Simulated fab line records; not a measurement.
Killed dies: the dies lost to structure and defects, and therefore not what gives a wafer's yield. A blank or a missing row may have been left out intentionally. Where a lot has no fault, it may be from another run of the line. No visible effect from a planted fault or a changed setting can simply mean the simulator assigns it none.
Matching of chambers :: flow gf180mcu :: 3 sister chambers for GF_PASSIVATION_CVD_00 on pecvd-01
The step deposits SiO2 from TEOS, target thk 1000 nm, time 113.8 s. 6 wafers are shown with their chamber, then 12 later ones without.

== EACH WAFER AND ITS CHAMBER ==
wafer: L083.5
chamber: 0
heater_power_w (W): 583

wafer: L085.4
chamber: 2
heater_power_w (W): 727

wafer: L085.6
chamber: 1
heater_power_w (W): 809

wafer: L088.4
chamber: 2
heater_power_w (W): 608

wafer: L088.5
chamber: 0
heater_power_w (W): 703

wafer: L088.6
chamber: 1
heater_power_w (W): 745

== WAFERS WITHOUT THEIR CHAMBER ==
wafer: L087.1
heater_power_w (W): 661

wafer: L087.4
heater_power_w (W): 593

wafer: L087.6
heater_power_w (W): 745

wafer: L093.1
heater_power_w (W): 641

wafer: L093.5
heater_power_w (W): 756

wafer: L093.6
heater_power_w (W): 777

wafer: L095.3
heater_power_w (W): 632

wafer: L095.4
heater_power_w (W): 765

wafer: L095.6
heater_power_w (W): 711

wafer: L096.4
heater_power_w (W): 589

wafer: L096.5
heater_power_w (W): 798

wafer: L096.6
heater_power_w (W): 705

== WHICH CHAMBER EACH ONE RAN IN ==
wafer: L087.1
from the rows above: can't be placed: 2 or 0 or 1
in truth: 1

wafer: L087.4
from the rows above: can't be placed: 0 or 2 or 1
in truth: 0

wafer: L087.6
from the rows above: can't be placed: 1 or 2 or 0
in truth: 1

wafer: L093.1
from the rows above: can't be placed: 0 or 2 or 1
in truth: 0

wafer: L093.5
from the rows above: can't be placed: 1 or 2 or 0
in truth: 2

wafer: L093.6
from the rows above: can't be placed: 1 or 2 or 0
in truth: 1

wafer: L095.3
from the rows above: can't be placed: 0 or 2 or 1
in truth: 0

wafer: L095.4
from the rows above: can't be placed: 1 or 2 or 0
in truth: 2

wafer: L095.6
from the rows above: can't be placed: 2 or 1 or 0
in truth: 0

wafer: L096.4
from the rows above: can't be placed: 0 or 2 or 1
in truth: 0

wafer: L096.5
from the rows above: can't be placed: 1 or 2 or 0
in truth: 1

wafer: L096.6
from the rows above: can't be placed: 2 or 0 or 1
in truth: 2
0 of 12 placed correctly. Can't be placed from these rows: 12 (the true chamber is among the candidates in 12). Placed wrongly: 0.
How it was worked out, from the rows above alone: a wafer's distance from a chamber is the root of the sum, over the readings, of the square of ((its reading less the chamber's mean) divided by the reading's scatter). The wafer belongs to the nearest chamber; if the next one is less than 2 further off, it can't be placed. Each chamber's mean is taken over the wafers shown for it. How the scatter is found: for the shown wafers, subtract from each reading the mean of its chamber, square and add these, divide the total by (wafers less chambers), then take the root.
